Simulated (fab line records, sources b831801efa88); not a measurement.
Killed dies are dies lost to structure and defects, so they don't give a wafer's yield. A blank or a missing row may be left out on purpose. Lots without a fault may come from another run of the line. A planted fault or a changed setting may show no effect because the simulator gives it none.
Chamber matching | flow gf180mcu | GF_V4_CMP_04 on cmp-01: 4 sister chambers
The step polishes SiO2. 7 wafers are shown with their chamber, then 7 later ones without.

WAFERS WITH THEIR CHAMBER
wafer  | chamber | motor_current_A (A) | platen_rpm (rpm)
L953.3 | 2       | 11.6                | 59.96
L958.1 | 1       | 12.0                | 60.05
L959.1 | 1       | 12.1                | 60.00
L959.3 | 3       | 11.3                | 60.01
L959.4 | 0       | 12.6                | 60.03
L962.1 | 0       | 12.2                | 60.00
L962.3 | 3       | 11.4                | 59.94

WAFERS WITHOUT THEIR CHAMBER
wafer  | motor_current_A (A) | platen_rpm (rpm)
L962.4 | 12.9                | 60.02
L963.1 | 11.0                | 59.97
L963.5 | 11.1                | 60.02
L963.6 | 12.9                | 59.96
L964.1 | 11.7                | 59.96
L964.5 | 11.9                | 59.98
L964.6 | 12.6                | 60.00

WHICH CHAMBER EACH WENT THROUGH
wafer  | from the rows above               | in truth
L962.4 | 0                                 | 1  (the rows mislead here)
L963.1 | can't be placed: 3 or 2           | 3
L963.5 | can't be placed: 3 or 2           | 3
L963.6 | can't be placed: 0 or 1           | 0
L964.1 | can't be placed: 2 or 3           | 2
L964.5 | can't be placed: 1 or 2 or 0 or 3 | 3
L964.6 | 0                                 | 0
Placed correctly: 1 of 7. Can't be placed from these rows: 5 (the true chamber is among the candidates in 5). Placed wrongly: 1.
How it was worked out, from the rows above alone: a wafer's distance from a chamber is the root of the sum, over the readings, of the square of ((its reading less the chamber's mean) divided by the reading's scatter). The wafer belongs to the nearest chamber; if the next one is less than 2 further off, it can't be placed. A chamber's mean is the mean of its shown wafers. The scatter: the root of (the sum of the squares of (reading less its chamber's mean) over the shown wafers, divided by (wafers less chambers)).
